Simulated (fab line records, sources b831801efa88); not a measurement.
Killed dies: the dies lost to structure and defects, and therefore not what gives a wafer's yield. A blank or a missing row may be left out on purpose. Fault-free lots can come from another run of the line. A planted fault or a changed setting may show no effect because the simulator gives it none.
fab line records	flow sfq-line
record: lots: 6	wafers: 18	last-day: 91
route steps=325 shown L0V@17 M0@28 I0@43 M1@58 M8@325
lots with no fault: from the same line, run without faults
start-h: the number of hours between the record's first day and the start of the first shown wafer of the lot	wait-h: time in hours since the lot's previous step	" as in the row above	L1.1+2: a single row standing in for several wafers	- no value present, or no start provided	* or withheld: withheld	< > ~ a bound
route shown NAME@n: names a module that has steps shown in the file, with the first one's number in the route	usual: mean/standard deviation taken from wafers without a fault	same: alike in all rows	chamber/n: place in a boat	sites: per-site readings	_std_site: how widely they spread, as a standard deviation	_edge_site: mean of outer sites minus mean of inner sites	radius-mm: for every site, how far away it sits from the centre of the wafer	mask NAME#n: copy n	behind: tool/chamber where the wafer was last shaped	hold: what put the lot on hold/how long, in hours/how the hold closed	device: names the non-switching transistor (n, p or np)	end of line: the tests these same wafers got at the end of their route	a step given without rows: its recipe and nothing more	killed: dies lost to structure and defects at the first sort, not the wafer's yield	map: per-die view of a wafer (x killed, . not killed, _ where there is no die)
set.NAME: the setting the step ran with; set.NAME@STEP: the setting that earlier step ran with	model.NAME: the simulator's own value behind a step, which no gauge read
lots seen at some steps along the route; tables by step, rows by wafer
services: from which hour (start-h, from the record's first day; less than 0 if before it) a tool's chamber was out of use, for how many hours, and why
== steps ==
step: SFQ_TRILAYER_L0_VIA_LITHO_COAT_018
recipe: resist: BARC	spin-rpm: 3000	resist-thk-nm: 62
step: SFQ_TRILAYER_L0_VIA_LITHO_COAT_013
recipe: resist: KrF	spin-rpm: 3000	resist-thk-nm: 650
step: SFQ_TRILAYER_L0_VIA_LITHO_SOFTBAKE_017
recipe: temp-c: withheld	time-s: withheld	resist: KrF
step: SFQ_TRILAYER_L0_VIA_LITHO_EXPOSE_014
recipe: mask-id: L0V	na: 0.6	source-shape: conventional	sigma-outer: 0.65	target-cd-nm: 700	dose-mj: 21.3
step: SFQ_TRILAYER_L0_VIA_LITHO_PEB_016
recipe: peb-temp-c: 115	peb-time-s: 60	resist: KrF
step: SFQ_TRILAYER_L0_VIA_LITHO_DEVELOP_015
recipe: time-s: 60	resist: KrF
step: SFQ_L0V_OVL_MEAS_903
usual: L0V_OVL: -1/6
lot.wafer	tool	chamber	start-h	wait-h	L0V_OVL[nm]
L222.1	overlay-02	-	144.32	0.1	4
L222.2	"	-	"	"	-7
L222.3	"	-	"	"	2
L230.1	overlay-02	-	194.19	0.1	8
L230.2	"	-	"	"	5
L230.4	"	-	"	"	10
L235.1	overlay-01	-	213.39	0.1	0
L235.5	"	-	"	"	-1
L235.6	"	-	"	"	10
L238.1	overlay-02	-	256.59	0.1	-6
L238.2	"	-	"	"	-12
L238.6	"	-	"	"	-12
L241.2	overlay-02	-	283.00	0.1	0
L241.3	"	-	"	"	-1
L241.4	"	-	"	"	-1
L245.1	overlay-01	-	321.18	0.1	0
L245.3	"	-	"	"	1
L245.6	"	-	"	"	4
step: SFQ_TRILAYER_L0_VIA_BARC_OPEN_VIA_ETCH_021
recipe: mask-material: PR	chemistry: O2	target-depth-nm: 125	target: BARC	source-w: 500	bias-w: 80	pressure-mtorr: 30	time-s: 41.7
step: SFQ_TRILAYER_L0_VIA_ETCH_VIA_ETCH_016
recipe: target: SiO2	stop-on: MoNx_KI	mask-material: PR	chemistry: CHF3	target-depth-nm: 80	source-w: 500	bias-w: 80	pressure-mtorr: 30	time-s: withheld
usual: drypump-motor-current-A: 5.6/0.43	oes-product-au: 0.843/0.0073
lot.wafer	tool	chamber	start-h	wait-h	drypump-motor-current-A	oes-product-au
L222.1	rie-diel-03	0	144.39	0.0	5.6	0.840
L222.2	"	2	"	"	4.7	0.847
L222.3	"	1	"	"	5.6	0.842
L230.1	rie-diel-01	2	194.27	0.0	5.5	0.850
L230.2	"	3	"	"	5.4	0.843
L230.4	"	0	"	"	6.3	0.857
L235.1	rie-diel-03	1	213.47	0.0	5.6	0.835
L235.5	"	0	"	"	5.6	0.846
L235.6	"	1	"	"	5.6	0.848
L238.1	rie-diel-01	2	256.67	0.0	5.5	0.833
L238.2	"	0	"	"	6.2	0.838
L238.6	"	3	"	"	5.4	0.841
L241.2	rie-diel-02	1	283.07	0.0	5.2	0.840
L241.3	"	2	"	"	5.9	0.846
L241.4	"	0	"	"	5.9	0.841
L245.1	rie-diel-03	2	321.26	0.0	4.7	0.841
L245.3	"	0	"	"	5.6	0.837
L245.6	"	3	"	"	5.7	0.845
step: SFQ_TRILAYER_L0_VIA_STRIP_STRIP_017
recipe: gas: O2	power-w: 200	platen-temp-c: 40	overash-fraction: 0.65	chemistry: O2	pressure-mtorr: 50
step: SFQ_TRILAYER_L0_VIA_STRIP_SOLV_CLEAN_018
recipe: chemistry: NMP	temp-c: 70	time-s: 600
step: SFQ_TRILAYER_M0_DEP_PRE_CLEAN_020
recipe: gas: Ar	time-s: 15	bias-v: 250
step: SFQ_TRILAYER_M0_DEP_SPUTTER_019
recipe: material: Nb	base-pressure-pa: 1.33e-06	chamber-pressure-pa: 0.1333	substrate-temp-c: 20	resputter-cathode-voltage-v: 400	target-thk-nm: 200	power-w: 2000	time-s: 133.3
usual: cathode-dc-power-W: 2000.0/0.36	substrate-temp-c: 20.00/0.1	throttle-valve-pct: 30.0/0.84
lot.wafer	tool	chamber	start-h	wait-h	cathode-dc-power-W	substrate-temp-c	throttle-valve-pct	model.Nb_of_TRILAYER_M0_DEP_SPUTTER_019.thk-nm
L222.1	pvd-sputter-04	-	145.24	0.0	2000.6	20.17	31.4	199.7
L222.2	"	-	"	"	2000.4	19.88	29.6	199.9
L222.3	"	-	"	"	2000.2	20.02	30.5	201
L230.1	pvd-sputter-06	-	195.72	0.0	2000.7	19.95	30.3	201.3
L230.2	"	-	"	"	1999.7	20.11	30.0	198.1
L230.4	"	-	"	"	1999.9	20.10	30.4	201.5
L235.1	pvd-sputter-05	-	214.32	0.0	2000.2	19.97	28.7	204.1
L235.5	"	-	"	"	1999.4	19.90	28.9	203.5
L235.6	"	-	"	"	2000.1	20.04	30.2	202.9
L238.1	pvd-sputter-05	-	257.52	0.0	2000.2	20.10	29.3	200.6
L238.2	"	-	"	"	2000.3	19.75	30.1	168.7
L238.6	"	-	"	"	2000.4	19.97	30.2	168.2
L241.2	pvd-sputter-05	-	283.92	0.0	2000.3	20.04	29.2	199.2
L241.3	"	-	"	"	2000.4	20.10	29.6	199.1
L241.4	"	-	"	"	1999.9	19.97	29.9	166.4
L245.1	pvd-sputter-06	-	322.11	0.0	2000.5	19.90	29.2	200.8
L245.3	"	-	"	"	2000.4	19.99	30.2	201.1
L245.6	"	-	"	"	1999.9	20.00	30.2	199.4
step: SFQ_M0_RS_MEAS_904
recipe: thk-meas-gauge: four-point-probe	reads: Nb_of_TRILAYER_M0_DEP_SPUTTER_019
usual: M0_NB_RS: 0.888/0.0088
lot.wafer	tool	chamber	start-h	wait-h	M0_NB_RS[ohm/sq]
L222.1	film-metro-04	-	145.33	0.0	0.892
L222.2	"	-	"	"	0.891
L222.3	"	-	"	"	0.886
L230.1	film-metro-01	-	195.81	0.0	0.886
L230.2	"	-	"	"	0.900
L230.4	"	-	"	"	0.883
L235.1	film-metro-04	-	214.41	0.0	0.875
L235.5	"	-	"	"	0.877
L235.6	"	-	"	"	0.878
L238.1	film-metro-03	-	257.61	0.0	0.885
L238.2	"	-	"	"	1.054
L238.6	"	-	"	"	1.058
L241.2	film-metro-04	-	284.03	0.1	0.894
L241.3	"	-	"	"	0.897
L241.4	"	-	"	"	1.074
L245.1	film-metro-03	-	322.20	0.0	0.885
L245.3	"	-	"	"	0.882
L245.6	"	-	"	"	0.892
step: SFQ_TRILAYER_M0_LITHO_COAT_026
recipe: resist: BARC	spin-rpm: 3000	resist-thk-nm: 62
step: SFQ_TRILAYER_M0_LITHO_COAT_021
recipe: resist: KrF	spin-rpm: 3000	resist-thk-nm: 600
step: SFQ_TRILAYER_M0_LITHO_SOFTBAKE_025
recipe: temp-c: withheld	time-s: withheld	resist: KrF
step: SFQ_TRILAYER_M0_LITHO_EXPOSE_022
recipe: mask-id: M0	na: 0.6	source-shape: conventional	sigma-outer: 0.65	target-cd-nm: 500	dose-mj: 14.4
step: SFQ_TRILAYER_M0_LITHO_PEB_024
recipe: peb-temp-c: 115	peb-time-s: 60	resist: KrF
step: SFQ_TRILAYER_M0_LITHO_DEVELOP_023
recipe: time-s: 60	resist: KrF
step: SFQ_M0_OVL_MEAS_906
usual: M0_OVL: -1/4.1
lot.wafer	tool	chamber	start-h	wait-h	M0_OVL[nm]
L222.1	overlay-02	-	239.79	0.1	0
L222.2	"	-	"	"	-3
L222.3	"	-	"	"	-9
L230.1	overlay-01	-	305.79	0.1	-3
L230.2	"	-	"	"	-1
L230.4	"	-	"	"	-3
L235.1	overlay-02	-	327.18	0.1	10
L235.5	"	-	"	"	5
L235.6	"	-	"	"	1
L238.1	overlay-02	-	373.98	0.1	1
L238.2	"	-	"	"	-3
L238.6	"	-	"	"	5
L241.2	overlay-02	-	406.39	0.1	5
L241.3	"	-	"	"	2
L241.4	"	-	"	"	2
L245.1	overlay-02	-	458.40	0.1	-5
L245.3	"	-	"	"	-3
L245.6	"	-	"	"	0
step: SFQ_TRILAYER_M0_BARC_OPEN_METAL_ETCH_031
recipe: mask-material: PR	chemistry: O2	target-depth-nm: 125	target: BARC	icp-w: 600	bias-w: 80	pressure-mtorr: 10	time-s: 41.7
step: SFQ_TRILAYER_M0_ETCH_METAL_ETCH_024
recipe: target: Nb	stop-on: SiO2	mask-material: PR	chemistry: Cl2/Ar	target-depth-nm: 240	icp-w: 600	bias-w: 80	pressure-mtorr: 10	time-s: 120
usual: drypump-motor-current-A: 6.1/0.41	oes-product-au: 0.895/0.0068
same: time-s: 120
lot.wafer	tool	chamber	start-h	wait-h	drypump-motor-current-A	oes-product-au	rf-hours-counter-h
L222.1	rie-metal-01	0	239.89	0.0	5.3	0.881	117
L222.2	"	1	"	"	5.6	0.892	27
L222.3	"	0	"	"	5.4	0.891	-
L230.1	rie-metal-03	1	305.89	0.0	6.0	0.898	18
L230.2	"	0	"	"	6.3	0.886	32
L230.4	"	0	"	"	6.3	0.903	-
L235.1	rie-metal-03	0	327.28	0.0	6.4	0.906	35
L235.5	"	0	"	"	6.3	0.901	-
L235.6	"	1	"	"	6.0	0.898	-
L238.1	rie-metal-03	1	374.08	0.0	6.0	0.895	26
L238.2	"	0	"	"	6.4	0.808	40
L238.6	"	0	"	"	6.3	0.810	-
L241.2	rie-metal-01	1	406.48	0.0	5.6	0.895	51
L241.3	"	1	"	"	5.6	0.894	-
L241.4	"	0	"	"	5.4	0.813	-
L245.1	rie-metal-04	0	458.50	0.0	6.5	0.895	157
L245.3	"	1	"	"	6.6	0.891	-
L245.6	"	1	"	"	6.6	0.893	-
step: SFQ_TRILAYER_M0_STRIP_STRIP_025
recipe: gas: O2	power-w: 200	platen-temp-c: 40	overash-fraction: 0.65	chemistry: O2	pressure-mtorr: 50
step: SFQ_TRILAYER_M0_STRIP_SOLV_CLEAN_026
recipe: chemistry: NMP	temp-c: 70	time-s: 600
step: SFQ_TRILAYER_I0_DEP_PECVD_027
recipe: material: SiO2	temp-c: 150	time-s: 111.11	pressure-torr: 2.4	rf-w: 183.3	precursor: SiH4/N2O	target-thk-nm: 500
usual: heater-power-w: 98/10	susceptor-temp-C: 149.99/0.17	throttle-valve-pct: 24.2/1
same: time-s: 111.11
lot.wafer	tool	chamber	start-h	wait-h	heater-power-w	susceptor-temp-C	throttle-valve-pct
L222.1	pecvd-01	0	240.79	0.0	95	149.92	23.6
L222.2	"	2	"	"	101	150.17	23.3
L222.3	"	1	"	"	108	149.88	22.8
L230.1	pecvd-02	0	306.79	0.0	95	150.23	25.9
L230.2	"	1	"	"	83	150.01	25.2
L230.4	"	2	"	"	116	150.21	24.5
L235.1	pecvd-02	2	328.18	0.0	109	149.98	24.6
L235.5	"	1	"	"	96	149.97	25.2
L235.6	"	0	"	"	111	149.95	26.0
L238.1	pecvd-04	2	374.98	0.0	92	150.24	23.5
L238.2	"	1	"	"	74	149.91	23.8
L238.6	"	0	"	"	97	149.84	23.0
L241.2	pecvd-01	2	407.38	0.0	113	149.95	23.4
L241.3	"	0	"	"	104	150.10	23.8
L241.4	"	2	"	"	91	149.83	23.7
L245.1	pecvd-01	2	459.40	0.0	109	150.04	23.6
L245.3	"	1	"	"	100	149.80	23.8
L245.6	"	1	"	"	105	149.74	23.6
step: SFQ_TRILAYER_I0_CMP_CMP_028
recipe: material: SiO2	down-force-psi: 3	platen-rpm: 60	pad-velocity-m-s: 0.94248
usual: motor-current-A: 9.8/0.86	time-to-endpoint-s: 214/7
lot.wafer	tool	chamber	start-h	wait-h	motor-current-A	time-to-endpoint-s
L222.2	cmp-01	2	243.95	3.1	10.1	209
L222.1	"	3	"	"	10.4	208
L222.3	"	0	"	"	8.4	205
L230.1	cmp-02	1	314.03	7.2	10.5	200
L230.2	"	2	"	"	9.7	209
L230.4	"	3	"	"	11.4	223
L235.1	cmp-01	1	336.88	8.7	8.7	215
L235.6	"	3	337.88	9.6	9.9	215
L235.5	"	0	"	"	8.3	220
L238.2	cmp-02	0	375.06	0.0	9.7	218
L238.1	"	3	376.56	1.5	10.5	211
L238.6	"	0	"	"	10.4	222
L241.3	cmp-02	1	409.57	2.1	10.7	219
L241.2	"	2	"	"	9.6	213
L241.4	"	3	"	"	11.7	222
L245.1	cmp-02	0	460.48	1.0	10.1	213
L245.3	"	1	"	"	10.1	206
L245.6	"	2	"	"	9.6	211
step: SFQ_I0_BOW_MEAS_907
recipe: mode: bow
usual: I0_BOW: 0/7
lot.wafer	tool	chamber	start-h	wait-h	I0_BOW[um]
L222.1	film-metro-02	-	246.45	1.5	9
L222.2	"	-	"	"	-11
L222.3	"	-	"	"	13
L230.1	film-metro-04	-	317.03	2.5	-2
L230.2	"	-	"	"	1
L230.4	"	-	"	"	-1
L235.1	film-metro-01	-	338.88	1.5	9
L235.5	"	-	"	"	-7
L235.6	"	-	"	"	6
L238.1	film-metro-01	-	378.06	1.0	-5
L238.2	"	-	"	"	10
L238.6	"	-	"	"	6
L241.2	film-metro-02	-	412.59	2.0	14
L241.3	"	-	"	"	-5
L241.4	"	-	"	"	-6
L245.1	film-metro-04	-	462.48	1.5	-5
L245.3	"	-	"	"	2
L245.6	"	-	"	"	-13
step: SFQ_TRILAYER_I0_METRO_MEASURE_029
usual: thk-nm: 199.7/0.89
lot.wafer	tool	chamber	start-h	wait-h	thk-nm
L222.1	film-metro-02	-	246.57	0.1	200.9
L222.2	"	-	"	"	199.5
L222.3	"	-	"	"	199.6
L230.1	film-metro-04	-	317.15	0.1	198.3
L230.2	"	-	"	"	198.8
L230.4	"	-	"	"	200.2
L235.1	film-metro-01	-	339.00	0.1	200.7
L235.5	"	-	"	"	200.6
L235.6	"	-	"	"	200.1
L238.1	film-metro-01	-	378.18	0.1	200.3
L238.2	"	-	"	"	199.3
L238.6	"	-	"	"	199.8
L241.2	film-metro-02	-	412.89	0.3	200.8
L241.3	"	-	"	"	199.2
L241.4	"	-	"	"	200.4
L245.1	film-metro-04	-	462.60	0.1	200.9
L245.3	"	-	"	"	199.9
L245.6	"	-	"	"	199.3
step: SFQ_TRILAYER_I0_VIA_LITHO_COAT_036
recipe: resist: BARC	spin-rpm: 3000	resist-thk-nm: 62
step: SFQ_TRILAYER_I0_VIA_LITHO_COAT_031
recipe: resist: KrF	spin-rpm: 3000	resist-thk-nm: 650
step: SFQ_TRILAYER_I0_VIA_LITHO_SOFTBAKE_035
recipe: temp-c: withheld	time-s: withheld	resist: KrF
step: SFQ_TRILAYER_I0_VIA_LITHO_EXPOSE_032
recipe: mask-id: I0	na: 0.6	source-shape: conventional	sigma-outer: 0.65	target-cd-nm: 500	dose-mj: 21.3
step: SFQ_TRILAYER_I0_VIA_LITHO_PEB_034
recipe: peb-temp-c: 115	peb-time-s: 60	resist: KrF
step: SFQ_TRILAYER_I0_VIA_LITHO_DEVELOP_033
recipe: time-s: 60	resist: KrF
step: SFQ_I0_OVL_MEAS_908
usual: I0_OVL: -1/4.7
lot.wafer	tool	chamber	start-h	wait-h	I0_OVL[nm]
L222.1	overlay-01	-	364.38	0.1	9
L222.2	"	-	"	"	4
L222.3	"	-	"	"	0
L230.1	overlay-02	-	450.91	0.1	-1
L230.2	"	-	"	"	-4
L230.4	"	-	"	"	-5
L235.1	overlay-01	-	478.80	0.1	-1
L235.5	"	-	"	"	-4
L235.6	"	-	"	"	0
L238.1	overlay-02	-	525.38	0.1	0
L238.2	"	-	"	"	4
L238.6	"	-	"	"	-2
L241.2	overlay-01	-	566.19	0.1	1
L241.3	"	-	"	"	-4
L241.4	"	-	"	"	-6
L245.1	overlay-01	-	622.78	0.1	-4
L245.3	"	-	"	"	-9
L245.6	"	-	"	"	5
step: SFQ_TRILAYER_I0_VIA_BARC_OPEN_VIA_ETCH_046
recipe: mask-material: PR	chemistry: O2	target-depth-nm: 125	target: BARC	source-w: 500	bias-w: 80	pressure-mtorr: 30	time-s: 41.7
step: SFQ_TRILAYER_I0_VIA_ETCH_VIA_ETCH_034
recipe: target: SiO2	stop-on: Nb	mask-material: PR	taper-deg: 20	chemistry: CHF3	target-depth-nm: 260	source-w: 500	bias-w: 80	pressure-mtorr: 30	time-s: withheld
step: SFQ_TRILAYER_I0_VIA_STRIP_STRIP_035
recipe: gas: O2	power-w: 200	platen-temp-c: 40	overash-fraction: 0.65	chemistry: O2	pressure-mtorr: 50
usual: drypump-motor-current-A: 6.2/0.33	oes-product-au: 1.001/0.0066
lot.wafer	tool	chamber	start-h	wait-h	drypump-motor-current-A	oes-product-au	rf-hours-counter-h
L222.1	rie-metal-02	0	364.57	-	6.1	0.997	48
L222.2	"	1	"	"	5.6	0.999	154
L222.3	"	1	"	"	5.6	1.008	-
L230.1	rie-metal-04	0	451.10	-	6.5	1.011	156
L230.2	"	0	"	"	6.5	1.000	-
L230.4	"	0	"	"	6.5	0.997	-
L235.1	rie-metal-04	1	478.99	-	6.7	0.991	3
L235.5	"	1	"	"	6.6	0.985	-
L235.6	"	1	"	"	6.6	0.998	-
L238.1	rie-metal-03	1	525.57	-	6.1	1.005	45
L238.2	"	0	"	"	6.3	1.003	59
L238.6	"	1	"	"	6.1	1.001	-
L241.2	rie-metal-02	0	566.37	-	6.1	1.009	72
L241.3	"	0	"	"	6.1	0.993	-
L241.4	"	1	"	"	5.6	1.005	-
L245.1	rie-metal-03	0	622.97	-	6.4	1.000	70
L245.3	"	1	"	"	6.0	1.005	-
L245.6	"	1	"	"	6.1	1.007	-
step: SFQ_TRILAYER_I0_VIA_STRIP_SOLV_CLEAN_036
recipe: chemistry: NMP	temp-c: 70	time-s: 600
step: SFQ_TRILAYER_M1_DEP_PRE_CLEAN_038
recipe: gas: Ar	time-s: 22.5	bias-v: 250
step: SFQ_M8_BOW_MEAS_951
recipe: mode: bow
usual: M8_BOW: 9/9.5
lot.wafer	tool	chamber	start-h	wait-h	M8_BOW[um]	model.etest.m0.ohm-um	model.etest.i0.link-ohm	model.etest.m0.ohm-sq
L222.1	film-metro-02	-	1953.32	0.0	10	1.781	1.967	0.8907
L222.2	"	-	"	"	-10	1.775	1.964	0.8898
L222.3	"	-	"	"	12	1.771	1.962	0.8845
L230.1	film-metro-01	-	2129.80	0.0	9	1.763	1.96	0.8834
L230.2	"	-	"	"	12	1.788	1.978	0.8975
L230.4	"	-	"	"	11	1.762	1.963	0.8827
L235.1	film-metro-04	-	2143.00	0.0	20	1.743	1.935	0.8713
L235.5	"	-	"	"	4	1.754	1.937	0.8738
L235.6	"	-	"	"	18	1.759	1.943	0.8765
L238.1	film-metro-04	-	2172.71	0.0	-5	1.774	1.94	0.8865
L238.2	"	-	"	"	11	2.105	2.105	1.054
L238.6	"	-	"	"	5	2.119	2.107	1.057
L241.2	film-metro-01	-	2177.53	0.0	20	1.785	1.952	0.8927
L241.3	"	-	"	"	0	1.784	1.956	0.8931
L241.4	"	-	"	"	-1	2.139	2.13	1.069
L245.1	film-metro-02	-	2183.34	0.0	-4	1.781	1.97	0.8856
L245.3	"	-	"	"	4	1.773	1.976	0.8842
L245.6	"	-	"	"	-11	1.79	1.975	0.8917
== services ==
tool	chamber	start-h	hours	kind
rie-metal-04	-	121.53	1.4	pm
pecvd-01	-	129.21	14.6	pm
rie-metal-03	-	140.86	2.8	pm
rie-metal-04	0	148.24	13.7	repair
rie-metal-04	1	179.79	14.2	repair
rie-metal-03	-	189.08	0.1	repair
pecvd-01	-	194.25	14.0	pm
cmp-02	-	202.54	1.1	repair
cmp-02	-	227.67	0.4	repair
cmp-02	-	240.62	2.2	repair
cmp-02	-	245.83	4.0	pm
cmp-02	-	263.69	1.0	repair
cmp-02	-	297.12	1.9	repair
cmp-02	-	329.03	5.7	pm
cmp-02	-	349.67	0.5	repair
rie-metal-03	-	363.98	0.9	repair
cmp-02	-	419.85	1.2	repair
cmp-02	-	485.85	2.2	repair
rie-metal-03	-	503.94	1.2	repair
cmp-02	-	541.73	9.0	repair
cmp-02	-	550.76	5.9	pm
cmp-02	-	551.64	3.2	repair
cmp-02	-	585.83	4.0	pm
rie-metal-03	0	598.50	10.8	repair
== key ==
first-sign: step: SFQ_M0_RS_MEAS_904	reading: M0_NB_RS	direction: up	sigmas: 20	usual: 0.888	struck: 1.062
effect: step: SFQ_TRILAYER_M0_ETCH_METAL_ETCH_024	reading: oes-product-au	direction: down	sigmas: 13	usual: 0.895	struck: 0.810
model-effect: step: SFQ_TRILAYER_M0_DEP_SPUTTER_019	value: Nb_of_TRILAYER_M0_DEP_SPUTTER_019.thk-nm	without: 199.1	struck: 167.8
model-effect: step: SFQ_M8_BOW_MEAS_951	value: etest.m0.ohm-um	without: 1.787	struck: 2.121
met-at SFQ_TRILAYER_M0_DEP_SPUTTER_019
struck-wafers L238.2,L238.6,L241.4
onset-between 214.32 257.52
fault: kind: process-parameter-drift	tool: pvd-sputter-05	chamber: -	onset-h: 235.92	steps: SFQ_TRILAYER_M0_DEP_SPUTTER_019	channel: time-s	offset: *	shape: step	end-h: 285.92	acts-in: *	stated: *	scope: struck-wafers-only
